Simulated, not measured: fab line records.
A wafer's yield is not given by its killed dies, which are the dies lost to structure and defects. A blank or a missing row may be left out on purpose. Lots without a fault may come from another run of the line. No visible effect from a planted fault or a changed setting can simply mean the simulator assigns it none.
A single fault, viewed from 2 desks -- flow sky130 -- only its own numbers are on each desk; what lay behind them is given at the end

## FROM THE METROLOGY DESK
Lot by lot, what the gauges showed, no matter which tool ran the lot: averages of those sampled wafers that carry a number. A lot is out of limits, marked OUT, if its mean lies more than 4 standard deviations from the usual mean; the brackets give that distance.
Columns: A = cdNm at SKY_LDD_P_CD_MEAS_07, usual 379.6 nm; B = cdNm at SKY_POLY_CUT_CD_MEAS_08, usual 270.1 nm; C = RES_XHIGH_TW at SKY_RES_XHIGH_TW_MEAS_09, usual 1654; D = RES_XHIGH_RS at SKY_SD_N_RS_MEAS_18, usual 333.2 ohm/sq
lot,first seen here,A,B,C,D
L965,day 19 07:02,381.2,273.0,1672,333.1
L967,day 19 16:57,379.7,271.6,1647,333.8
L968,day 20 01:17,383.4,271.3,1673,335.8
L971,day 21 06:20,381.4,270.6,1676,332.3
L972,day 21 21:08,377.6,271.6,1673,332.4
L973,day 22 05:09,380.1,270.5,1664,335.6
L974,day 22 13:26,378.4,267.4,1641,334.1
L976,day 23 06:18,382.0,269.6,1644,332.2
L977,day 23 11:28,375.2,268.8,1613,332.7
L982,day 25 04:36,378.6,266.5,1702,307.4 (-26) OUT
L983,day 25 20:44,378.4,268.6,1704,305.9 (-27) OUT
L988,day 28 04:58,378.1,271.9,1665,333.8
This desk's result: L982, L983 out of limits, first on L982 (RES_XHIGH_RS at SKY_SD_N_RS_MEAS_18), day 33 13:47. L965, L967, L968, L971, L972, L973, L974, L976, L977, L988 stayed within limits.

## AT THE TOOL OWNER'S DESK: implanter-03
SKY_RES_XHIGH_IMPLANT_07, tool's own readings: per-lot mean of the sampled wafers with a number, covering each lot this tool ran. A lot is out of limits, marked OUT, if its mean lies more than 4 standard deviations from the usual mean; the brackets give that distance.
Columns: A = doseIonsCm2 at SKY_RES_XHIGH_IMPLANT_07, usual 3.601e+14
lot,first seen here,A
L965,day 27 10:02,3.600e+14
L968,day 27 14:32,3.601e+14
L971,day 28 16:56,3.608e+14
L976,day 30 12:42,3.604e+14
L977,day 30 16:29,3.601e+14
L982,day 32 09:12,3.952e+14 (+86) OUT
L983,day 32 23:32,3.956e+14 (+87) OUT
This desk finds L982, L983 out of limits, L982 being first, at day 32 09:12 (doseIonsCm2 at SKY_RES_XHIGH_IMPLANT_07). L965, L968, L971, L976, L977 stayed within limits.

## BROUGHT TOGETHER
An alarm could have come from the tool owner's desk at day 32 09:12, on L982, L983.
Metrology desk: alarm possible at day 33 13:47 on L982, L983.
All the named lots went through SKY_RES_XHIGH_IMPLANT_07 on implanter-03.

## WHAT THE SIMULATOR HAD INSERTED
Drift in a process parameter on implanter-03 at SKY_RES_XHIGH_IMPLANT_07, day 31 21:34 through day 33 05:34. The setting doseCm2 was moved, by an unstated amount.
Shown lots that were struck: L982, L983.
Delay (hours) between the fault's onset and each desk's first out-of-limits reading: 12 at the tool owner's desk, 40 at the metrology desk.
